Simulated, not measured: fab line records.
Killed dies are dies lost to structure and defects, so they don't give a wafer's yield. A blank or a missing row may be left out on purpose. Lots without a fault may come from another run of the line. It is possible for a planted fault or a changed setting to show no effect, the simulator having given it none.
fab line records	flow sky130
record lots=12	wafers=36	last-day=50
route steps=708 shown LDD_HVP@287 POLY_CUT@316 LI_CONTACT@364
lots that met no fault: from a run of the same line without faults
start-h: hours from the record's first day to the start of the lot's first wafer shown	wait-h: time in hours since the lot's previous step	" unchanged from the row above	L1.1+2: a single row standing in for several wafers	- no value, or no start given	* or withheld: withheld	< > ~ a bound
route shown NAME@n: names a module that has steps shown in the file, with the first one's number in the route	usual: the fault-free wafers' mean and standard deviation	same: alike in all rows	chamber/n: place in a boat	sites: per-site readings	_std_site: their standard deviation	_edge_site: the outer-site mean with the inner-site mean subtracted	radius-mm: how far each site lies from the wafer's centre	mask NAME#n: copy n	behind: the last tool/chamber to shape the wafer	hold: cause of the lot's hold/its duration in hours/its outcome	device: names the non-switching transistor (n, p or np)	end of line: the same wafers' tests at the end of the route	where a step has no rows: the recipe by itself	killed: not the wafer's yield, but the dies lost to structure and defects at the first sort	map: dies across one wafer; x = killed, . = not, _ = none there
set.NAME: setting as actually run; set.NAME@STEP: the setting as run at that earlier step	model.NAME: the simulator's own value behind a step, which no gauge read
a sample of lots followed through the steps of the route, with each step as a table and each wafer as a row
services: from which hour (start-h, from the record's first day; less than 0 if before it) a tool's chamber was out of use, for how many hours, and why
## steps
# step SKY_LDD_HVP_STRIP_09
# recipe chemistry=O2/N2	power-w=1400	pressure-mtorr=1500	platen-temp-c=withheld	o2-flow-sccm=3000	n2-flow-sccm=300	overash-fraction=0.5
# usual drypump-motor-current-A=6.0/0.61	oes-product-au=0.408/0.0045	strip-time-to-endpoint-s=4.134/0.013
# same overash-fraction=0.5
lot.wafer	tool	chamber	start-h	wait-h	drypump-motor-current-A	oes-product-au	rf-hours-counter-h	strip-time-to-endpoint-s
L988.2	plasma-asher-04	0	486.49	0.1	6.8	0.406	5	4.145
L988.4	"	0	"	"	6.8	0.410	-	4.125
L988.5	"	1	"	"	5.8	0.410	-	4.102
L990.1	plasma-asher-04	0	512.34	0.1	6.8	0.409	8	4.141
L990.5	"	1	"	"	5.8	0.401	-	4.125
L990.6	"	0	"	"	6.8	0.409	-	4.128
L991.1	plasma-asher-02	1	517.49	0.1	6.0	0.413	67	4.143
L991.2	"	0	"	"	6.3	0.412	67	4.143
L991.5	"	1	"	"	6.0	0.409	-	4.135
L992.3	plasma-asher-04	0	531.48	0.1	6.8	0.407	-	4.141
L992.5	"	1	"	"	5.8	0.405	-	4.141
L992.6	"	0	"	"	6.8	0.414	-	4.121
L102.2	plasma-asher-04	0	619.10	0.1	6.9	0.403	19	4.120
L102.3	"	0	"	"	6.9	0.404	-	4.127
L102.5	"	0	"	"	6.9	0.405	-	4.138
L104.1	plasma-asher-01	1	629.74	0.1	4.8	0.406	50	4.151
L104.2	"	0	"	"	5.7	0.407	50	4.144
L104.5	"	0	"	"	5.7	0.403	-	4.116
L105.2	plasma-asher-02	0	646.24	0.1	6.3	0.407	80	4.132
L105.4	"	0	"	"	6.3	0.413	-	4.135
L105.5	"	1	"	"	6.0	0.412	-	4.144
L106.3	plasma-asher-04	0	667.52	0.1	6.8	0.412	-	4.095
L106.4	"	1	"	"	5.8	0.404	-	4.115
L106.5	"	1	"	"	5.8	0.404	-	4.122
L108.3	plasma-asher-02	0	674.03	0.1	6.4	0.407	-	4.129
L108.4	"	1	"	"	6.0	0.412	-	4.136
L108.6	"	1	"	"	6.1	0.410	-	4.131
L109.1	plasma-asher-02	0	677.94	0.1	6.4	0.408	83	4.145
L109.2	"	1	"	"	6.1	0.408	83	4.111
L109.3	"	1	"	"	6.0	0.410	-	4.142
L110.2	plasma-asher-02	1	684.04	0.1	6.0	0.407	84	4.160
L110.3	"	1	"	"	6.0	0.407	-	4.151
L110.4	"	0	"	"	6.4	0.411	-	4.137
L111.2	plasma-asher-02	0	688.99	0.1	6.3	0.410	84	4.124
L111.5	"	0	"	"	6.3	0.405	-	4.135
L111.6	"	1	"	"	6.0	0.419	-	4.111
# step SKY_POLY_CUT_OVL_MEAS_09
# usual POLY_CUT_OVL=2/6.3
lot.wafer	tool	chamber	start-h	wait-h	POLY_CUT_OVL[nm]
L988.2	overlay-01	-	552.33	0.1	-5
L988.4	"	-	"	"	0
L988.5	"	-	"	"	-4
L990.1	overlay-02	-	575.92	0.1	-4
L990.5	"	-	"	"	-7
L990.6	"	-	"	"	-3
L991.1	overlay-01	-	578.87	0.1	8
L991.2	"	-	"	"	10
L991.5	"	-	"	"	4
L992.3	overlay-01	-	595.03	0.1	18
L992.5	"	-	"	"	13
L992.6	"	-	"	"	13
L102.2	overlay-01	-	679.55	0.1	0
L102.3	"	-	"	"	-2
L102.5	"	-	"	"	2
L104.1	overlay-01	-	689.27	0.1	-4
L104.2	"	-	"	"	5
L104.5	"	-	"	"	-2
L105.2	overlay-02	-	704.82	0.1	-2
L105.4	"	-	"	"	2
L105.5	"	-	"	"	-1
L106.3	overlay-01	-	725.83	0.1	12
L106.4	"	-	"	"	10
L106.5	"	-	"	"	5
L108.3	overlay-02	-	732.93	0.1	1
L108.4	"	-	"	"	-6
L108.6	"	-	"	"	-6
L109.1	overlay-01	-	736.57	0.1	7
L109.2	"	-	"	"	1
L109.3	"	-	"	"	13
L110.2	overlay-02	-	743.93	0.1	-1
L110.3	"	-	"	"	2
L110.4	"	-	"	"	0
L111.2	overlay-01	-	746.98	0.1	13
L111.5	"	-	"	"	15
L111.6	"	-	"	"	11
# step SKY_LI_CONTACT_CMP_02
# recipe material=PSG	down-force-psi=4	platen-rpm=60	pad-velocity-m-s=0.94248
# usual edge-zone-pressure-frac=0.999/0.0048	motor-current-A=12.0/1.2	platen-rpm=60.00/0.05	time-to-endpoint-s=32.7/2.4
lot.wafer	tool	chamber	start-h	wait-h	edge-zone-pressure-frac	motor-current-A	platen-rpm	time-to-endpoint-s
L988.2	cmp-01	3	641.65	0.1	0.999	12.8	60.01	29.8
L988.4	"	1	"	"	0.997	11.3	59.95	35.1
L988.5	"	2	"	"	1.002	13.2	59.97	29.7
L990.1	cmp-01	2	663.18	0.1	1.003	13.8	60.08	30.8
L990.5	"	1	"	"	1.002	11.8	60.02	32.7
L990.6	"	2	"	"	1.000	13.5	59.92	31.6
L991.1	cmp-01	3	665.23	0.1	0.994	13.4	59.96	28.6
L991.2	"	0	"	"	1.000	11.0	60.00	42.1
L991.5	"	3	"	"	0.998	12.6	59.90	27.2
L992.3	cmp-01	2	683.08	0.2	1.012	13.8	59.94	28.7
L992.5	"	3	"	"	0.994	13.1	59.95	28.9
L992.6	"	0	"	"	0.997	11.0	60.01	42.4
L102.3	cmp-01	0	762.83	0.0	1.002	11.2	60.04	36.1
L102.2	"	2	"	"	0.996	13.8	59.96	30.5
L102.5	"	0	"	"	1.005	10.8	59.98	33.0
L104.1	cmp-01	1	773.09	0.1	0.997	12.7	60.05	33.1
L104.2	"	3	"	"	1.001	12.3	60.03	30.1
L104.5	"	2	"	"	0.996	13.5	60.06	30.2
L105.4	cmp-01	0	787.63	0.1	0.997	10.8	59.87	33.1
L105.2	"	2	"	"	0.995	13.9	60.01	31.0
L105.5	"	3	"	"	1.003	12.8	60.10	34.4
L106.3	cmp-02	0	808.29	0.0	1.007	10.3	60.03	32.3
L106.4	"	1	"	"	1.001	11.6	59.89	33.7
L106.5	"	1	"	"	1.003	12.0	60.01	31.4
L108.4	cmp-02	1	814.74	0.1	1.000	11.7	60.02	33.2
L108.3	"	3	"	"	0.997	12.6	59.98	32.1
L108.6	"	1	"	"	0.997	10.8	59.99	32.7
L109.3	cmp-02	2	818.19	0.0	0.995	12.3	60.00	30.7
L109.1	"	3	"	"	0.996	13.0	60.04	32.4
L109.2	"	0	"	"	0.998	10.0	60.05	33.5
L110.2	cmp-02	0	825.38	0.0	0.991	10.5	60.04	35.0
L110.3	"	1	"	"	1.002	12.6	60.06	36.0
L110.4	"	2	"	"	1.011	12.1	60.02	35.5
L111.2	cmp-02	0	828.44	0.2	0.993	10.5	59.98	32.4
L111.6	"	1	"	"	1.008	11.5	60.01	33.4
L111.5	"	2	"	"	1.003	12.4	60.06	28.2
# step SKY_LI_CONTACT_ETCH_15
# recipe target=PSG	chemistry=C4F8/O2/Ar	stop-on=Si	taper-deg=4.15	mask-material=KrF-thick	source-w=1500	bias-w=1200	pressure-mtorr=40	c4f8-flow-sccm=withheld	O2_flow_sccm=6	Ar_flow_sccm=300	time-s=withheld	target-depth-a=6000
# usual oes-product-au=0.838/0.0049
lot.wafer	tool	chamber	start-h	wait-h	oes-product-au
L988.2	rie-diel-02	3	670.20	0.0	0.838
L988.4	"	2	"	"	0.826
L988.5	"	0	"	"	0.843
L990.1	rie-diel-03	3	691.80	0.0	0.838
L990.5	"	3	"	"	0.840
L990.6	"	2	"	"	0.835
L991.1	rie-diel-01	2	693.35	0.0	0.844
L991.2	"	1	"	"	0.760
L991.5	"	1	"	"	0.830
L992.3	rie-diel-03	2	711.16	0.0	0.835
L992.5	"	0	"	"	0.830
L992.6	"	1	"	"	0.759
L102.2	rie-diel-02	1	789.96	0.0	0.842
L102.3	"	0	"	"	0.832
L102.5	"	2	"	"	0.839
L104.1	rie-diel-01	2	800.25	0.0	0.840
L104.2	"	3	"	"	0.846
L104.5	"	2	"	"	0.831
L105.2	rie-diel-01	2	814.46	0.0	0.842
L105.4	"	0	"	"	0.830
L105.5	"	1	"	"	0.835
L106.3	rie-diel-01	2	834.17	0.0	0.844
L106.4	"	3	"	"	0.835
L106.5	"	0	"	"	0.846
L108.3	rie-diel-02	2	841.19	0.0	0.840
L108.4	"	3	"	"	0.842
L108.6	"	2	"	"	0.845
L109.1	rie-diel-02	1	844.82	0.0	0.837
L109.2	"	3	"	"	0.847
L109.3	"	2	"	"	0.841
L110.2	rie-diel-01	1	852.54	0.0	0.835
L110.3	"	0	"	"	0.841
L110.4	"	0	"	"	0.840
L111.2	rie-diel-02	3	855.42	0.0	0.829
L111.5	"	3	"	"	0.836
L111.6	"	0	"	"	0.833
# step SKY_LI_CONTACT_SPUTTER_19
# recipe material=Ti	target-thk-nm=20	chamber-pressure-pa=5	power-w=2500	substrate-temp-c=200	time-s=106.37
# usual throttle-valve-pct=30.2/0.8
lot.wafer	tool	chamber	start-h	wait-h	throttle-valve-pct
L988.2	pvd-sputter-04	-	670.58	0.0	30.9
L988.4	"	-	"	"	28.1
L988.5	"	-	"	"	30.3
L990.1	pvd-sputter-01	-	692.18	0.0	31.1
L990.5	"	-	"	"	29.4
L990.6	"	-	"	"	30.9
L991.1	pvd-sputter-03	-	693.73	0.0	29.3
L991.2	"	-	"	"	30.5
L991.5	"	-	"	"	29.1
L992.3	pvd-sputter-03	-	711.54	0.0	29.4
L992.5	"	-	"	"	30.2
L992.6	"	-	"	"	30.2
L102.2	pvd-sputter-03	-	790.34	0.0	30.8
L102.3	"	-	"	"	29.5
L102.5	"	-	"	"	29.9
L104.1	pvd-sputter-03	-	800.66	0.0	31.2
L104.2	"	-	"	"	29.2
L104.5	"	-	"	"	30.0
L105.2	pvd-sputter-04	-	814.84	0.0	31.2
L105.4	"	-	"	"	31.4
L105.5	"	-	"	"	31.3
L106.3	pvd-sputter-03	-	834.55	0.0	30.8
L106.4	"	-	"	"	29.2
L106.5	"	-	"	"	29.9
L108.3	pvd-sputter-03	-	841.57	0.0	30.9
L108.4	"	-	"	"	31.1
L108.6	"	-	"	"	29.9
L109.1	pvd-sputter-03	-	845.20	0.0	30.8
L109.2	"	-	"	"	30.4
L109.3	"	-	"	"	29.2
L110.2	pvd-sputter-03	-	852.92	0.0	30.1
L110.3	"	-	"	"	29.3
L110.4	"	-	"	"	30.6
L111.2	pvd-sputter-01	-	855.80	0.0	31.0
L111.5	"	-	"	"	30.8
L111.6	"	-	"	"	30.3
## services
tool	chamber	start-h	hours	kind
rie-diel-01	0	470.10	3.6	repair
rie-diel-01	3	483.72	5.9	repair
rie-diel-02	3	491.35	33.4	repair
plasma-asher-02	-	503.19	5.4	repair
rie-diel-01	-	512.20	15.6	pm
cmp-01	-	513.01	8.0	pm
rie-diel-02	0	539.46	1.8	repair
pvd-sputter-03	-	548.95	2.1	repair
cmp-02	-	557.45	5.6	pm
cmp-02	-	572.00	4.0	pm
rie-diel-02	1	578.20	10.3	repair
rie-diel-01	0	580.36	5.3	repair
rie-diel-01	2	612.84	1.7	repair
cmp-02	-	618.31	1.7	repair
pvd-sputter-03	-	620.96	12.2	repair
plasma-asher-02	-	648.25	0.5	repair
pvd-sputter-03	-	649.45	2.1	repair
pvd-sputter-03	-	657.82	1.9	repair
pvd-sputter-03	-	676.66	3.6	repair
cmp-01	-	686.36	1.2	repair
plasma-asher-02	-	689.66	0.4	repair
cmp-01	-	744.00	4.0	pm
cmp-01	-	756.14	6.4	pm
cmp-01	-	774.06	1.8	repair
## key
first-sign step=SKY_LI_CONTACT_CMP_02	reading=time-to-endpoint-s	direction=up	sigmas=4	usual=*	struck=*
effect step=SKY_LI_CONTACT_ETCH_15	reading=oes-product-au	direction=down	sigmas=16	usual=0.838	struck=0.760
met-at SKY_LI_CONTACT_CMP_02
struck-lots L991,L992
struck-wafers L991.2,L992.6
tester-left-out L991,L992
not-acting-at SKY_LDD_HVP_STRIP_09,SKY_POLY_CUT_OVL_MEAS_09,SKY_LI_CONTACT_SPUTTER_19
fault kind=process-parameter-drift	tool=cmp-01	chamber=0	onset-h=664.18	steps=SKY_LI_CONTACT_CMP_02	channel=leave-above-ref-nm	offset=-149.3	shape=step	end-h=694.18	acts-in=these-recipes-only	stated=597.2
# tester-left-out: of these lots the tester's yield and bins aren't shown, on N5 and GAA mostly nor the transistor test; their killed dies are dies lost to structure and defects alone, not to doping, threshold or leakage, so they don't give the yield
